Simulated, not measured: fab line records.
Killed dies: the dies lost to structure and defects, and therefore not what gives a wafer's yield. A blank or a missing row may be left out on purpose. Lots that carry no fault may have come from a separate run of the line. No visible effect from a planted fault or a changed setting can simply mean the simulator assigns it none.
Which tool did it?    flow sky130    45 wafers from 15 lots sampled at 2 of the route's 708 steps

== WHAT THE GAUGES SHOWED, per wafer ==
The record holds no reading of a measuring or inspecting step that can be judged against a usual standard deviation.

== WHAT TOOL EACH LOT RAN ON (gives the tool, then ch and the chambers of the sampled wafers, and finally the start) ==
lot   SKY_METAL4_SPUTTER_03         SKY_PAD_OPEN_PROBE_99
L637  pvd-sputter-04, day 41 07:35  prober-02, day 47 10:35
L638  pvd-sputter-02, day 41 08:50  prober-01, day 47 10:45
L639  pvd-sputter-02, day 41 15:19  prober-02, day 47 15:38
L641  pvd-sputter-03, day 42 01:37  prober-01, day 48 00:53
L642  pvd-sputter-02, day 42 05:06  prober-02, day 48 03:34
L643  pvd-sputter-02, day 42 18:31  prober-01, day 48 13:38
L644  pvd-sputter-03, day 42 19:28  prober-02, day 48 13:57
L645  pvd-sputter-04, day 43 02:36  prober-01, day 48 20:38
L646  pvd-sputter-03, day 43 15:34  prober-02, day 49 07:14
L647  pvd-sputter-03, day 43 22:07  prober-01, day 49 12:59
L648  pvd-sputter-03, day 44 06:00  prober-02, day 49 18:35
L656  pvd-sputter-02, day 46 02:07  prober-01, day 51 04:32
L657  pvd-sputter-02, day 46 11:31  prober-01, day 51 12:42
L658  pvd-sputter-04, day 46 13:01  prober-02, day 51 13:11
L659  pvd-sputter-04, day 46 23:34  prober-01, day 51 20:43
- SKY_METAL4_SPUTTER_03: material Ti, target thk 5 nm, time 3.3 s.
- SKY_PAD_OPEN_PROBE_99

== AS READ BY THE TOOLS THEMSELVES (means over the sampled wafers that have a number; for cases with no such wafer, the mark the record gives instead) ==
SKY_METAL4_SPUTTER_03.
lot   tool            throttle-valve-pct (%)
L637  pvd-sputter-04  30.2
L638  pvd-sputter-02  30.4
L639  pvd-sputter-02  27.7
L641  pvd-sputter-03  29.8
L642  pvd-sputter-02  28.3
L643  pvd-sputter-02  29.6
L644  pvd-sputter-03  30.2
L645  pvd-sputter-04  30.4
L646  pvd-sputter-03  29.8
L647  pvd-sputter-03  29.1
L648  pvd-sputter-03  29.3
L656  pvd-sputter-02  28.4
L657  pvd-sputter-02  30.1
L658  pvd-sputter-04  30.6
L659  pvd-sputter-04  30.1

SKY_PAD_OPEN_PROBE_99.
lot   tool       defect-limited-yield (%)  killed_at_M0_to_M3  killed_at_M4_up  killed-at-contacts  killed-at-front-end  killed-at-other  killed-dies  killed-open  killed-short  sort_bin_3_pad_short (%)  sort_bin_5_function (%)  sort_bin_6_memory (%)  sort-n-pass  sort-yield-pct (%)
L637  prober-02  82.4                      38                  3.0              27                  18                   0.3              87           44           43            0.9                       11.2                     5.6                    405          82.4
L638  prober-01  82.4                      40                  4.7              23                  19                   0.0              87           49           37            1.2                       10.4                     6.0                    405          82.4
L639  prober-02  83.3                      42                  2.3              23                  15                   0.3              82           43           39            0.5                       9.8                      6.3                    410          83.3
L641  prober-01  81.5                      43                  1.3              25                  21                   1.3              91           51           40            0.9                       11.3                     6.4                    401          81.5
L642  prober-02  81.9                      43                  3.0              29                  14                   0.3              89           48           40            0.6                       10.8                     6.6                    403          81.9
L643  prober-01  83.7                      40                  4.3              25                  10                   0.0              80           42           38            0.5                       10.0                     5.8                    412          83.7
L644  prober-02  82.0                      47                  4.3              21                  15                   1.0              88           43           45            0.5                       10.5                     6.9                    404          82.0
L645  prober-01  80.6                      42                  2.7              33                  17                   0.3              95           50           46            0.9                       11.2                     7.3                    397          80.6
L646  prober-02  79.7                      39                  22.0             24                  14                   0.3              100          45           36            1.5                       12.4                     6.4                    392          79.7
L647  prober-01  77.4                      32                  41.3             25                  13                   0.0              111          41           32            1.9                       15.3                     5.5                    381          77.4
L648  prober-02  78.1                      50                  21.0             20                  17                   0.3              108          44           46            2.3                       12.8                     6.8                    384          78.1
L656  prober-01  83.3                      36                  4.0              23                  19                   0.0              82           39           43            1.1                       9.2                      6.4                    410          83.3
L657  prober-01  82.7                      44                  2.0              22                  15                   2.0              85           46           38            0.7                       10.5                     6.1                    407          82.7
L658  prober-02  80.7                      45                  4.3              25                  20                   0.7              95           49           45            1.2                       10.3                     7.8                    397          80.7
L659  prober-01  82.9                      47                  2.3              21                  13                   0.0              84           49           35            0.8                       10.3                     6.0                    408          82.9

== THE ANSWER, worked out from the rows above alone ==
Rule: the usual values come from the lots themselves. The widest of any qualifying gaps counts: lots, ordered by their means at a reading, are off when they make up no more than a third of the lots, leave a main group of 4 or more, and stand apart from it by 3 or more times the standard deviation of that group's means. A main group whose means are all the same, to the digits that the tables above print for the reading, isn't used. A lot without any number at a reading at which 4 lots or more have one is off too. All remaining lots with rows at the step are treated as sound. Order of review: gauges by route order, followed by the tools' own readings, for which a lot's mean as printed above is used. The first step at which some lot is off is used, and at that step the reading that is off furthest; a lot without a number counts as furthest.
Off: L646, L647, L648 (SKY_PAD_OPEN_PROBE_99, killed_at_M4_up). Main group: mean 3.2, sd 1.1.
If a tool, at that step or one of the process steps before it, ran each lot that is off and ran no sound lot following the first of them, it fits. One fits: pvd-sputter-03 at SKY_METAL4_SPUTTER_03. A fault onset in the window from L644 (day 42 19:28, its last sound lot) to L646 (day 43 15:34, its first lot off) fits.

== WHAT WAS PUT IN BY THE SIMULATOR ==
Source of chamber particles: pvd-sputter-03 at SKY_METAL4_SPUTTER_03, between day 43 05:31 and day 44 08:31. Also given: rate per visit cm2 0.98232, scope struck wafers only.
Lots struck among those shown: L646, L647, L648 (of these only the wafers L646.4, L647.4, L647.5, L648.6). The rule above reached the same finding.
